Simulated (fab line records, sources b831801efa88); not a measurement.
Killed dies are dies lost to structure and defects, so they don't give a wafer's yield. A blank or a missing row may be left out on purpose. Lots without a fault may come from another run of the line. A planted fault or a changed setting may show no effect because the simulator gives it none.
Which tool did it? | flow sky130 | 15 lots, 45 wafers sampled, at 3 steps of a route of 708

WHAT THE GAUGES READ, wafer by wafer
SKY_CONTACT_THK_MEAS_03.
lot  | measured     | on            | CONTACT_HDPCVD_THK (nm)
L535 | day 30 08:17 | film_metro-03 | 558 558 564
L536 | day 30 12:19 | film_metro-03 | 564 562 561
L537 | day 30 18:01 | film_metro-01 | 567 563 578
L538 | day 31 10:51 | film_metro-01 | 560 565 575
L539 | day 31 11:43 | film_metro-03 | 567 568 564
L541 | day 32 17:27 | film_metro-03 | 561 572 561
L542 | day 32 21:27 | film_metro-02 | 569 563 560
L543 | day 33 06:14 | film_metro-03 | 563 578 561
L548 | day 35 00:01 | film_metro-03 | 582 576 566
L549 | day 35 03:43 | film_metro-03 | 558 564 562
L550 | day 35 20:44 | film_metro-03 | 564 575 579
L551 | day 35 23:43 | film_metro-01 | 579 573 562
L553 | day 36 08:44 | film_metro-02 | 572 560 560
L554 | day 36 19:43 | film_metro-03 | 565 560 561
L558 | day 38 04:13 | film_metro-02 | 556 566 559

SKY_CONTACT_OVL_MEAS_15.
lot  | measured     | on         | CONTACT_OVL (nm)
L535 | day 31 12:22 | overlay-02 | 1 4 8
L536 | day 31 15:52 | overlay-02 | 3 8 8
L537 | day 31 21:13 | overlay-01 | -8 3 1
L538 | day 32 14:43 | overlay-02 | 0 8 8
L539 | day 32 15:37 | overlay-02 | 11 19 16
L541 | day 33 21:04 | overlay-01 | - - -
L542 | day 34 00:40 | overlay-02 | - - -
L543 | day 34 09:16 | overlay-01 | - - -
L548 | day 36 02:31 | overlay-01 | 16 21 18
L549 | day 36 06:29 | overlay-02 | 3 -2 -6
L550 | day 36 23:16 | overlay-01 | 0 9 10
L551 | day 37 02:50 | overlay-02 | 9 6 14
L553 | day 37 11:25 | overlay-02 | 0 4 -2
L554 | day 37 21:19 | overlay-01 | 4 7 6
L558 | day 39 06:10 | overlay-02 | 5 10 11

WHICH TOOL RAN EACH LOT (tool, then ch and the chambers of the sampled wafers, then the start)
lot  | SKY_CONTACT_EXPOSE_11
L535 | krf_scanner-02 ch 0, day 30 22:49
L536 | krf_scanner-01 ch 0, day 31 03:13
L537 | krf_scanner-01 ch 0, day 31 08:33
L538 | krf_scanner-02 ch 0, day 32 00:55
L539 | krf_scanner-02 ch 0, day 32 02:10
L541 | krf_scanner-02, day 33 07:35
L542 | krf_scanner-01, day 33 12:16
L543 | krf_scanner-01, day 33 19:48
L548 | krf_scanner-02 ch 0, day 35 13:28
L549 | krf_scanner-02 ch 0, day 35 17:26
L550 | krf_scanner-02 ch 0, day 36 09:57
L551 | krf_scanner-01 ch 0, day 36 12:55
L553 | krf_scanner-01 ch 0, day 36 22:53
L554 | krf_scanner-01 ch 0, day 37 09:15
L558 | krf_scanner-02 ch 0, day 38 16:46
- SKY_CONTACT_EXPOSE_11: exposes mask CTM1, target cd 170 nm.

WHAT THE TOOLS THEMSELVES READ (means of the sampled wafers that have a number; where no wafer has one, the mark that the record gives instead)
SKY_CONTACT_EXPOSE_11.
lot  | tool           | exposure_dose_mJ_cm2 | focus_offset_nm (nm)
L535 | krf_scanner-02 | 37.95                | -0.1
L536 | krf_scanner-01 | 38.00                | 0.4
L537 | krf_scanner-01 | 38.05                | 0.7
L538 | krf_scanner-02 | 38.01                | 0.2
L539 | krf_scanner-02 | 38.03                | 0.2
L541 | krf_scanner-02 | -                    | -
L542 | krf_scanner-01 | -                    | -
L543 | krf_scanner-01 | -                    | -
L548 | krf_scanner-02 | 38.04                | 0.0
L549 | krf_scanner-02 | 37.99                | 0.3
L550 | krf_scanner-02 | 38.00                | -0.0
L551 | krf_scanner-01 | 38.01                | -0.7
L553 | krf_scanner-01 | 37.99                | 0.2
L554 | krf_scanner-01 | 38.03                | 0.2
L558 | krf_scanner-02 | 37.96                | 0.1

THE ANSWER, worked out from the rows above alone
Rule: what is usual is taken from the lots themselves. Put in order of their means at a reading, lots are off if they are a third of the lots or fewer, leave a main group of 4 or more, and stand apart from it by a gap of 3 or more times the standard deviation of the main group's means; of several such gaps the widest counts. A main group whose means are all the same, to the digits that the tables above print for the reading, isn't used. A lot without any number at a reading at which 4 lots or more have one is off too. The other lots that the step has rows for count as sound. The gauges are gone through in route order, then the tools' own readings, and for those a lot's mean is taken as printed above. The first step at which some lot is off is used, and at that step the reading that is off furthest; a lot without a number counts as furthest.
Off: L541, L542, L543, at SKY_CONTACT_OVL_MEAS_15 (CONTACT_OVL). Without a number there: L541, L542, L543. The main group: mean 6 nm, standard deviation 5.8.
A tool fits if, at a process step before that reading, it ran every lot that is off, and no sound lot after the first of them. The gauges at SKY_CONTACT_OVL_MEAS_15 aren't tried: what is off there is off at SKY_CONTACT_EXPOSE_11 too, on other tools, and a gauge's error can't cause that. None of those tried fits.

WHAT THE SIMULATOR HAD PUT IN
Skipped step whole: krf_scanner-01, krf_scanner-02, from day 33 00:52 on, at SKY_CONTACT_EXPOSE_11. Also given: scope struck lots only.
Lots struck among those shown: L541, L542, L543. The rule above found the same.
